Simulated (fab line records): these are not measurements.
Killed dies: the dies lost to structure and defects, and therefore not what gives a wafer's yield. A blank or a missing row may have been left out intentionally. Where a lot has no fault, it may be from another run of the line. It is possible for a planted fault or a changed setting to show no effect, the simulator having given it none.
fab line records	flow sky130	part 1 of 2: steps 1 to 27 of 37
record: lots: 5	wafers: 15	lastDay: 51
route steps=708 shown VIA2@523 METAL3@532 CAPM@537
lots that met no fault: from a run of the same line without faults
startH: hours from the record's opening day to when the first of the lot's shown wafers began	waitH: hours elapsed since this lot's preceding step	" the same as in the row above	L1.1+2: one row covering several wafers at once	- value missing, or start not given	* or withheld: withheld	< > ~ a bound
route shown NAME@n: a module of which the file shows steps, and the number in the route of the first	usual: mean/standard deviation taken from wafers without a fault	same: alike in all rows	chamber/n: place in a boat	sites: the reading at each site	_std_site: standard deviation of those values	_edge_site: the outer-site mean with the inner-site mean subtracted	radiusMm: for every site, how far away it sits from the centre of the wafer	mask NAME#n: copy n	behind: tool/chamber where the wafer was last shaped	hold: cause of the lot's hold/its duration in hours/its outcome	device: the transistor (n, p or np) that didn't switch	end of line: the same wafers' tests at the end of the route	step lacking rows: just its recipe	killed: dies lost to structure and defects at the first sort, not the wafer's yield	map: the dies of a wafer, with x for killed, . for not killed, _ for no die there
set.NAME: the setting as run; set.NAME@STEP: as run at that earlier step	model.NAME: the simulator's own value behind a step, which no gauge read
a table for each step, a row for each wafer; lots at some steps of the route
services: a tool's chamber out of use, with start hour (startH, from the record's first day; less than 0 if before it), hours out, and reason
== steps ==
step: SKY_VIA2_STRIP_16
recipe: chemistry: O2/N2	powerW: 1400	pressureMtorr: 1500	platenTempC: withheld	o2FlowSccm: 3000	n2FlowSccm: 300	overashFraction: 0.5
usual: drypumpMotorCurrentA: 5.9/0.46	oesProductAu: 0.399/0.0047	stripTimeToEndpointS: 4.046/0.023
lot.wafer	tool	chamber	startH	waitH	drypumpMotorCurrentA	oesProductAu	rfHoursCounterH	stripTimeToEndpointS
L086.1	plasmaAsher-01	1	949.81	0.0	6.4	0.398	86	4.059
L086.5	"	0	"	"	6.4	0.394	-	4.067
L086.6	"	1	"	"	6.5	0.398	-	4.065
L088.2	plasmaAsher-04	1	972.41	0.0	5.6	0.400	23	4.043
L088.3	"	0	"	"	5.5	0.402	-	4.036
L088.5	"	0	"	"	5.5	0.396	-	4.014
L091.4	plasmaAsher-01	1	998.32	0.1	6.4	0.405	-	4.081
L091.5	"	0	"	"	6.4	0.405	-	4.052
L091.6	"	1	"	"	6.4	0.383	-	4.065
L094.1	plasmaAsher-02	0	1019.58	0.0	5.5	0.396	56	4.055
L094.3	"	1	"	"	5.4	0.404	-	4.088
L094.5	"	0	"	"	5.5	0.406	-	4.067
L093.2	plasmaAsher-04	1	1020.69	0.0	5.6	0.396	28	4.055
L093.5	"	1	"	"	5.6	0.395	-	4.027
L093.6	"	0	"	"	5.5	0.400	-	4.059
step: SKY_VIA2_STRIP_17
recipe: chemistry: postEtchResidueRemover	timeS: 1200	tempC: 72.5
lot.wafer	tool	chamber	startH	waitH
L086.1+5+6	wetBench-02	2	949.91	0.1
L088.2+3+5	wetBench-04	3	972.51	0.1
L091.4+5+6	wetBench-02	0	998.39	0.0
L094.1+3+5	wetBench-04	1	1019.68	0.1
L093.2+5+6	wetBench-04	1	1020.79	0.1
step: SKY_VIA2_CLEAN_18
recipe: chemistry: IPA	timeS: 180	tempC: 25
lot.wafer	tool	chamber	startH	waitH
L086.1+5+6	wetBench-04	2	950.25	0.0
L088.2+3+5	wetBench-01	2	972.85	0.0
L091.4+5+6	wetBench-04	0	998.73	0.0
L094.1+3+5	wetBench-01	0	1020.02	0.0
L093.2+5+6	wetBench-02	1	1021.13	0.0
step: SKY_VIA2_CLEAN_19
recipe: chemistry: O3/DIW	dry: n2Spin
lot.wafer	tool	chamber	startH	waitH
L086.1+5+6	wetBench-02	1	950.31	0.0
L088.2+3+5	wetBench-02	3	972.91	0.0
L091.4+5+6	wetBench-02	2	998.79	0.0
L094.1+3+5	wetBench-04	3	1020.08	0.0
L093.2+5+6	wetBench-04	3	1021.19	0.0
step: SKY_VIA2_SPUTTER_20
recipe: material: TiN	targetThkNm: 20	chamberPressurePa: 5	powerW: 4000	timeS: 80
usual: throttleValvePct: 29.6/1.2
lot.wafer	tool	chamber	startH	waitH	throttleValvePct
L086.1	pvdSputter-04	-	950.40	0.0	30.4
L086.5	"	-	"	"	31.1
L086.6	"	-	"	"	30.6
L088.2	pvdSputter-04	-	973.00	0.0	30.6
L088.3	"	-	"	"	28.9
L088.5	"	-	"	"	29.8
L091.4	pvdSputter-01	-	998.88	0.0	28.6
L091.5	"	-	"	"	28.6
L091.6	"	-	"	"	30.3
L094.1	pvdSputter-03	-	1020.17	0.0	31.3
L094.3	"	-	"	"	28.4
L094.5	"	-	"	"	28.3
L093.2	pvdSputter-01	-	1021.28	0.0	30.7
L093.5	"	-	"	"	28.9
L093.6	"	-	"	"	30.2
step: SKY_VIA2_CVD_21
recipe: material: W	targetThkNm: 420	timeS: 126.4	tempC: 400	pressureTorr: 40
usual: heaterPowerW: 811/33
lot.wafer	tool	chamber	startH	waitH	heaterPowerW
L086.1	cvdW-01	0	950.46	0.0	803
L086.5	"	1	"	"	847
L086.6	"	0	"	"	808
L088.2	cvdW-02	0	973.06	0.0	785
L088.3	"	0	"	"	790
L088.5	"	0	"	"	801
L091.4	cvdW-02	0	998.99	0.1	809
L091.5	"	1	"	"	794
L091.6	"	0	"	"	797
L094.1	cvdW-02	0	1020.23	0.0	799
L094.3	"	1	"	"	767
L094.5	"	0	"	"	795
L093.2	cvdW-01	0	1021.34	0.0	813
L093.5	"	1	"	"	845
L093.6	"	0	"	"	827
step: SKY_VIA2_RS_MEAS_22
recipe: thkMeasGauge: four-point-probe	reads: W_of_VIA2_CVD_21+TiN_of_VIA2_SPUTTER_20
usual: VIA2_W_RS: 0.272/0.0055
lot.wafer	tool	chamber	startH	waitH	VIA2_W_RS[ohm/sq]
L086.1	filmMetro-01	-	950.59	0.1	0.274
L086.5	"	-	"	"	0.275
L086.6	"	-	"	"	0.275
L088.2	filmMetro-02	-	973.21	0.1	0.277
L088.3	"	-	"	"	0.279
L088.5	"	-	"	"	0.277
L091.4	filmMetro-01	-	999.14	0.1	0.276
L091.5	"	-	"	"	0.266
L091.6	"	-	"	"	0.279
L094.1	filmMetro-02	-	1020.36	0.1	0.277
L094.3	"	-	"	"	0.266
L094.5	"	-	"	"	0.275
L093.2	filmMetro-03	-	1021.49	0.1	0.272
L093.5	"	-	"	"	0.274
L093.6	"	-	"	"	0.275
step: SKY_VIA2_THK_MEAS_23
recipe: thkMeasGauge: xrf	reads: W_of_VIA2_CVD_21
usual: VIA2_W_THK: 408/9.1
lot.wafer	tool	chamber	startH	waitH	VIA2_W_THK[nm]
L086.1	filmMetro-01	-	950.71	0.1	405
L086.5	"	-	"	"	406
L086.6	"	-	"	"	406
L088.2	filmMetro-02	-	973.32	0.1	407
L088.3	"	-	"	"	405
L088.5	"	-	"	"	405
L091.4	filmMetro-01	-	999.23	0.1	406
L091.5	"	-	"	"	422
L091.6	"	-	"	"	402
L094.1	filmMetro-02	-	1020.48	0.1	402
L094.3	"	-	"	"	422
L094.5	"	-	"	"	408
L093.2	filmMetro-03	-	1021.60	0.1	408
L093.5	"	-	"	"	402
L093.6	"	-	"	"	403
step: SKY_VIA2_CMP_24
recipe: stopOn: SiO2	tOverpolishS: 20	downForcePsi: 3.5	platenRpm: 60	targetThkNm: 0	padVelocityMS: 0.94248
usual: motorCurrentA: 11.9/1.5	overpolishRunS: 20.001/0.0086	slurryFilterDpKPa: 13.50/0.13	timeToEndpointS: 102/4.8
lot.wafer	tool	chamber	startH	waitH	motorCurrentA	overpolishRunS	slurryFilterDpKPa	timeToEndpointS
L086.1	cmp-02	0	950.92	0.2	9.9	20.001	13.62	103
L086.5	"	1	"	"	10.9	20.001	13.64	99
L086.6	"	2	"	"	12.6	19.993	13.17	97
L088.3	cmp-02	1	974.33	1.0	12.6	19.989	13.44	99
L088.2	"	3	"	"	11.1	20.014	13.37	104
L088.5	"	2	"	"	12.7	20.005	13.52	101
L091.4	cmp-01	0	999.41	0.2	12.6	20.016	13.30	112
L091.5	"	1	"	"	11.2	20.010	13.39	113
L091.6	"	2	"	"	12.4	19.992	13.56	103
L094.3	cmp-02	3	1020.73	0.2	10.2	19.991	13.67	100
L094.1	"	1	"	"	11.4	19.998	13.56	92
L094.5	"	3	"	"	10.5	20.008	13.46	93
L093.2	cmp-02	1	1021.80	0.2	11.4	19.987	13.39	103
L093.6	"	2	"	"	12.2	20.004	13.45	96
L093.5	"	3	"	"	10.3	20.002	13.67	100
step: SKY_METAL3_SPUTTER_00
recipe: material: Ti	targetThkNm: 15	powerW: 3000	timeS: 10	chamberPressurePa: 0.4
usual: throttleValvePct: 29.5/0.9
lot.wafer	tool	chamber	startH	waitH	throttleValvePct
L086.1	pvdSputter-01	-	951.07	0.1	28.6
L086.5	"	-	"	"	28.7
L086.6	"	-	"	"	28.6
L088.2	pvdSputter-01	-	974.63	0.1	28.6
L088.3	"	-	"	"	30.1
L088.5	"	-	"	"	30.1
L091.4	pvdSputter-03	-	999.56	0.1	27.8
L091.5	"	-	"	"	27.8
L091.6	"	-	"	"	29.7
L094.1	pvdSputter-03	-	1020.98	0.1	28.3
L094.3	"	-	"	"	27.7
L094.5	"	-	"	"	28.2
L093.2	pvdSputter-02	-	1021.95	0.1	29.4
L093.5	"	-	"	"	30.3
L093.6	"	-	"	"	29.1
step: SKY_METAL3_SPUTTER_01
recipe: material: TiN	targetThkNm: 20	powerW: 6500	timeS: 16.7	chamberPressurePa: 0.4
usual: throttleValvePct: 29.6/0.92
lot.wafer	tool	chamber	startH	waitH	throttleValvePct
L086.1	pvdSputter-01	-	951.09	0.0	28.5
L086.5	"	-	"	"	28.7
L086.6	"	-	"	"	28.8
L088.2	pvdSputter-01	-	974.65	0.0	28.5
L088.3	"	-	"	"	30.3
L088.5	"	-	"	"	29.7
L091.4	pvdSputter-03	-	999.58	0.0	27.8
L091.5	"	-	"	"	27.7
L091.6	"	-	"	"	30.0
L094.1	pvdSputter-03	-	1021.00	0.0	28.2
L094.3	"	-	"	"	27.5
L094.5	"	-	"	"	28.3
L093.2	pvdSputter-02	-	1021.97	0.0	29.3
L093.5	"	-	"	"	30.2
L093.6	"	-	"	"	29.6
step: SKY_METAL3_SPUTTER_02
recipe: material: AlCu	targetThkNm: 735	powerW: 10600	timeS: 39.1	chamberPressurePa: 0.4
usual: throttleValvePct: 29.6/0.92
lot.wafer	tool	chamber	startH	waitH	throttleValvePct
L086.1	pvdSputter-01	-	951.12	0.0	28.6
L086.5	"	-	"	"	28.7
L086.6	"	-	"	"	28.6
L088.2	pvdSputter-01	-	974.67	0.0	28.5
L088.3	"	-	"	"	30.3
L088.5	"	-	"	"	30.0
L091.4	pvdSputter-03	-	999.60	0.0	27.4
L091.5	"	-	"	"	27.5
L091.6	"	-	"	"	29.7
L094.1	pvdSputter-03	-	1021.03	0.0	28.2
L094.3	"	-	"	"	27.5
L094.5	"	-	"	"	28.5
L093.2	pvdSputter-02	-	1022.00	0.0	29.6
L093.5	"	-	"	"	30.3
L093.6	"	-	"	"	29.5
step: SKY_METAL3_SPUTTER_03
recipe: material: Ti	targetThkNm: 5	powerW: 3000	timeS: 3.3	chamberPressurePa: 0.4
usual: throttleValvePct: 29.5/0.92
lot.wafer	tool	chamber	startH	waitH	throttleValvePct
L086.1	pvdSputter-01	-	951.16	0.0	28.4
L086.5	"	-	"	"	28.8
L086.6	"	-	"	"	28.4
L088.2	pvdSputter-01	-	974.71	0.0	28.8
L088.3	"	-	"	"	30.1
L088.5	"	-	"	"	30.0
L091.4	pvdSputter-03	-	999.64	0.0	27.8
L091.5	"	-	"	"	27.6
L091.6	"	-	"	"	30.1
L094.1	pvdSputter-03	-	1021.07	0.0	28.6
L094.3	"	-	"	"	27.6
L094.5	"	-	"	"	28.3
L093.2	pvdSputter-02	-	1022.04	0.0	29.3
L093.5	"	-	"	"	30.4
L093.6	"	-	"	"	29.4
step: SKY_METAL3_SPUTTER_04
recipe: material: TiN	targetThkNm: 70	powerW: 6500	timeS: 58.3	chamberPressurePa: 0.4
usual: throttleValvePct: 29.6/0.91
lot.wafer	tool	chamber	startH	waitH	throttleValvePct
L086.1	pvdSputter-01	-	951.18	0.0	28.7
L086.5	"	-	"	"	28.5
L086.6	"	-	"	"	28.7
L088.2	pvdSputter-01	-	974.73	0.0	28.8
L088.3	"	-	"	"	29.9
L088.5	"	-	"	"	30.0
L091.4	pvdSputter-03	-	999.66	0.0	27.8
L091.5	"	-	"	"	27.4
L091.6	"	-	"	"	30.0
L094.1	pvdSputter-03	-	1021.08	0.0	28.4
L094.3	"	-	"	"	27.6
L094.5	"	-	"	"	28.6
L093.2	pvdSputter-02	-	1022.06	0.0	29.4
L093.5	"	-	"	"	30.4
L093.6	"	-	"	"	29.6
step: SKY_CAPM_CVD_00
recipe: material: SiO2	targetThkNm: 15.5	tempC: 400	timeS: withheld	rfW: 450
usual: heaterPowerW: 692/100
lot.wafer	tool	chamber	startH	waitH	heaterPowerW
L086.1	pecvd-01	2	951.23	0.0	724
L086.5	"	1	"	"	664
L086.6	"	0	"	"	743
L088.2	pecvd-04	1	974.78	0.0	890
L088.3	"	0	"	"	761
L088.5	"	1	"	"	837
L091.4	pecvd-01	0	999.72	0.0	705
L091.5	"	2	"	"	648
L091.6	"	1	"	"	663
L094.1	pecvd-04	0	1021.13	0.0	838
L094.3	"	2	"	"	812
L094.5	"	2	"	"	828
L093.2	pecvd-01	0	1022.10	0.0	643
L093.5	"	1	"	"	670
L093.6	"	2	"	"	696
step: SKY_CAPM_THK_MEAS_01
recipe: reads: SiO2_of_CAPM_CVD_00
usual: CAPM_CVD_00_THK: 15.50/0.22
lot.wafer	tool	chamber	startH	waitH	CAPM_CVD_00_THK[nm]
L086.1	filmMetro-04	-	951.25	-	15.45
L086.5	"	-	"	"	15.87
L086.6	"	-	"	"	15.76
L088.2	filmMetro-04	-	974.81	-	15.39
L088.3	"	-	"	"	15.56
L088.5	"	-	"	"	15.82
L091.4	filmMetro-04	-	999.76	-	15.57
L091.5	"	-	"	"	15.60
L091.6	"	-	"	"	15.90
L094.1	filmMetro-01	-	1021.17	-	15.68
L094.3	"	-	"	"	15.76
L094.5	"	-	"	"	15.94
L093.2	filmMetro-04	-	1022.14	-	15.56
L093.5	"	-	"	"	15.78
L093.6	"	-	"	"	15.53
step: SKY_CAPM_SPUTTER_02
recipe: material: TiN	targetThkNm: 200	tempC: 300	powerW: 6500	timeS: 166.7	chamberPressurePa: 0.4
usual: throttleValvePct: 29.7/1.1
lot.wafer	tool	chamber	startH	waitH	throttleValvePct
L086.1	pvdSputter-02	-	951.31	0.1	29.2
L086.5	"	-	"	"	30.3
L086.6	"	-	"	"	29.5
L088.2	pvdSputter-02	-	974.86	0.0	29.3
L088.3	"	-	"	"	29.0
L088.5	"	-	"	"	29.5
L091.4	pvdSputter-04	-	999.79	0.0	31.1
L091.5	"	-	"	"	30.3
L091.6	"	-	"	"	30.0
L094.1	pvdSputter-02	-	1021.23	0.1	29.3
L094.3	"	-	"	"	29.4
L094.5	"	-	"	"	29.4
L093.2	pvdSputter-03	-	1022.19	0.0	31.2
L093.5	"	-	"	"	28.3
L093.6	"	-	"	"	27.5
step: SKY_CAPM_RS_MEAS_03
recipe: thkMeasGauge: four-point-probe	reads: TiN_of_CAPM_SPUTTER_02
usual: CAPM_TIN_RS: 6.91/0.079
lot.wafer	tool	chamber	startH	waitH	CAPM_TIN_RS[ohm/sq]
L086.1	filmMetro-04	-	951.42	0.1	7.00
L086.5	"	-	"	"	7.02
L086.6	"	-	"	"	7.00
L088.2	filmMetro-01	-	974.99	0.1	6.92
L088.3	"	-	"	"	6.91
L088.5	"	-	"	"	6.98
L091.4	filmMetro-04	-	999.96	0.1	6.97
L091.5	"	-	"	"	6.83
L091.6	"	-	"	"	6.85
L094.1	filmMetro-04	-	1021.33	0.1	7.05
L094.3	"	-	"	"	6.92
L094.5	"	-	"	"	7.01
L093.2	filmMetro-03	-	1022.32	0.1	6.82
L093.5	"	-	"	"	6.87
L093.6	"	-	"	"	6.82
step: SKY_CAPM_THK_MEAS_04
recipe: thkMeasGauge: xrf	reads: TiN_of_CAPM_SPUTTER_02
usual: CAPM_TIN_THK: 201.1/2.4
lot.wafer	tool	chamber	startH	waitH	CAPM_TIN_THK[nm]
L086.1	filmMetro-04	-	951.54	0.1	201.1
L086.5	"	-	"	"	200.5
L086.6	"	-	"	"	200.5
L088.2	filmMetro-01	-	975.10	0.1	200.3
L088.3	"	-	"	"	201.3
L088.5	"	-	"	"	198.2
L091.4	filmMetro-04	-	1000.05	0.1	200.7
L091.5	"	-	"	"	204.3
L091.6	"	-	"	"	203.8
L094.1	filmMetro-04	-	1021.45	0.1	199.6
L094.3	"	-	"	"	203.3
L094.5	"	-	"	"	201.1
L093.2	filmMetro-03	-	1022.43	0.1	202.7
L093.5	"	-	"	"	201.1
L093.6	"	-	"	"	203.0
step: SKY_CAPM_DEHYDRATE_05
recipe: tempC: 200	timeS: 60
usual: resistLineTempC: 23.01/0.099
lot.wafer	tool	chamber	startH	waitH	resistLineTempC
L086.1	lithoTrack-02	0	964.10	12.6	22.95
L086.5	"	0	"	"	23.08
L086.6	"	0	"	"	22.95
L088.2	lithoTrack-01	0	986.12	11.0	22.86
L088.3	"	0	"	"	22.83
L088.5	"	0	"	"	22.81
L091.4	lithoTrack-01	0	1011.32	11.3	23.07
L091.5	"	0	"	"	23.07
L091.6	"	0	"	"	22.85
L094.1	lithoTrack-01	0	1031.04	9.6	22.95
L094.3	"	0	"	"	22.92
L094.5	"	0	"	"	23.06
L093.2	lithoTrack-02	0	1032.42	10.0	23.08
L093.5	"	0	"	"	23.02
L093.6	"	0	"	"	23.07
step: SKY_CAPM_HMDS_06
recipe: primeTimeS: 60	primeTempC: 120
usual: resistLineTempC: 22.97/0.089
lot.wafer	tool	chamber	startH	waitH	resistLineTempC
L086.1	lithoTrack-02	0	964.25	0.1	22.92
L086.5	"	0	"	"	23.01
L086.6	"	0	"	"	22.98
L088.2	lithoTrack-01	0	986.27	0.1	23.12
L088.3	"	0	"	"	23.02
L088.5	"	0	"	"	22.98
L091.4	lithoTrack-01	0	1011.47	0.1	22.97
L091.5	"	0	"	"	22.80
L091.6	"	0	"	"	22.88
L094.1	lithoTrack-01	0	1031.19	0.1	22.88
L094.3	"	0	"	"	22.91
L094.5	"	0	"	"	22.91
L093.2	lithoTrack-02	0	1032.57	0.1	23.03
L093.5	"	0	"	"	23.04
L093.6	"	0	"	"	22.74
step: SKY_CAPM_COAT_07
recipe: resist: NOVOLAK	spinRpm: 3000	resistThkNm: 1140
usual: resistLineTempC: 22.98/0.094
lot.wafer	tool	chamber	startH	waitH	resistLineTempC
L086.1	lithoTrack-02	0	964.40	0.1	23.01
L086.5	"	0	"	"	22.90
L086.6	"	0	"	"	22.90
L088.2	lithoTrack-01	0	986.42	0.1	23.06
L088.3	"	0	"	"	22.96
L088.5	"	0	"	"	22.97
L091.4	lithoTrack-01	0	1011.62	0.1	22.84
L091.5	"	0	"	"	22.91
L091.6	"	0	"	"	22.74
L094.1	lithoTrack-01	0	1031.34	0.1	22.86
L094.3	"	0	"	"	22.89
L094.5	"	0	"	"	22.87
L093.2	lithoTrack-02	0	1032.72	0.1	23.15
L093.5	"	0	"	"	23.09
L093.6	"	0	"	"	23.05
step: SKY_CAPM_SOFTBAKE_08
recipe: tempC: 90	timeS: 60	resist: NOVOLAK
usual: resistLineTempC: 23.00/0.1
lot.wafer	tool	chamber	startH	waitH	resistLineTempC
L086.1	lithoTrack-02	0	964.55	0.1	23.00
L086.5	"	0	"	"	22.97
L086.6	"	0	"	"	22.91
L088.2	lithoTrack-01	0	986.57	0.1	22.91
L088.3	"	0	"	"	23.12
L088.5	"	0	"	"	23.12
L091.4	lithoTrack-01	0	1011.77	0.1	22.99
L091.5	"	0	"	"	23.02
L091.6	"	0	"	"	23.03
L094.1	lithoTrack-01	0	1031.49	0.1	23.06
L094.3	"	0	"	"	23.06
L094.5	"	0	"	"	22.95
L093.2	lithoTrack-02	0	1032.87	0.1	23.22
L093.5	"	0	"	"	23.12
L093.6	"	0	"	"	23.06
step: SKY_CAPM_EXPOSE_09
recipe: maskId: CAPM	na: 0.6	sourceShape: conventional	sigmaOuter: 0.6	polarization: unpolarized	targetCdNm: 1000	doseMj: 159
lot.wafer	tool	chamber	startH	waitH	mask
L086.1+5+6	ilineStepper-02	0	-	-	CAPM#0
L088.2+3+5	ilineStepper-02	0	-	-	CAPM#0
L091.4+5+6	ilineStepper-02	0	-	-	CAPM#0
L094.1+3+5	ilineStepper-02	0	-	-	CAPM#0
L093.2+5+6	ilineStepper-02	0	-	-	CAPM#0
step: SKY_CAPM_PEB_10
recipe: tempC: withheld	timeS: *	resist: NOVOLAK
usual: resistLineTempC: *
lot.wafer	tool	chamber	startH	waitH	resistLineTempC
L086.1	lithoTrack-04	0	-	-	*
L086.5	"	0	"	"	*
L086.6	"	0	"	"	*
L088.2	lithoTrack-01	0	-	-	*
L088.3	"	0	"	"	*
L088.5	"	0	"	"	*
L091.4	lithoTrack-02	0	-	-	*
L091.5	"	0	"	"	*
L091.6	"	0	"	"	*
L094.1	lithoTrack-01	0	-	-	*
L094.3	"	0	"	"	*
L094.5	"	0	"	"	*
L093.2	lithoTrack-02	0	-	-	*
L093.5	"	0	"	"	*
L093.6	"	0	"	"	*
step: SKY_CAPM_DEVELOP_11
recipe: resist: NOVOLAK	developer: TMAH	developTimeS: 60	devTempC: 23
usual: resistLineTempC: 22.98/0.1
lot.wafer	tool	chamber	startH	waitH	resistLineTempC
L086.1	lithoTrack-04	0	976.11	0.1	23.10
L086.5	"	0	"	"	23.02
L086.6	"	0	"	"	22.85
L088.2	lithoTrack-01	0	998.62	0.1	22.99
L088.3	"	0	"	"	23.00
L088.5	"	0	"	"	22.92
L091.4	lithoTrack-02	0	1023.02	0.1	23.16
L091.5	"	0	"	"	23.13
L091.6	"	0	"	"	22.99
L094.1	lithoTrack-01	0	1043.74	0.1	23.01
L094.3	"	0	"	"	23.05
L094.5	"	0	"	"	22.93
L093.2	lithoTrack-02	0	1045.07	0.1	23.02
L093.5	"	0	"	"	23.19
L093.6	"	0	"	"	23.09
step: SKY_CAPM_OVL_MEAS_12
usual: CAPM_OVL: -0.8/1.8
lot.wafer	tool	chamber	startH	waitH	CAPM_OVL[nm]
L086.1	overlay-02	-	976.26	0.1	-2.3
L086.5	"	-	"	"	-2.7
L086.6	"	-	"	"	-1.5
L088.2	overlay-01	-	998.75	0.1	-0.6
L088.3	"	-	"	"	-0.4
L088.5	"	-	"	"	1.0
L091.4	overlay-02	-	1023.12	0.1	0.8
L091.5	"	-	"	"	-2.0
L091.6	"	-	"	"	-2.8
L094.1	overlay-02	-	1043.89	0.1	-0.3
L094.3	"	-	"	"	-1.8
L094.5	"	-	"	"	-2.2
L093.2	overlay-02	-	1045.20	0.1	-4.7
L093.5	"	-	"	"	-4.4
L093.6	"	-	"	"	-3.9
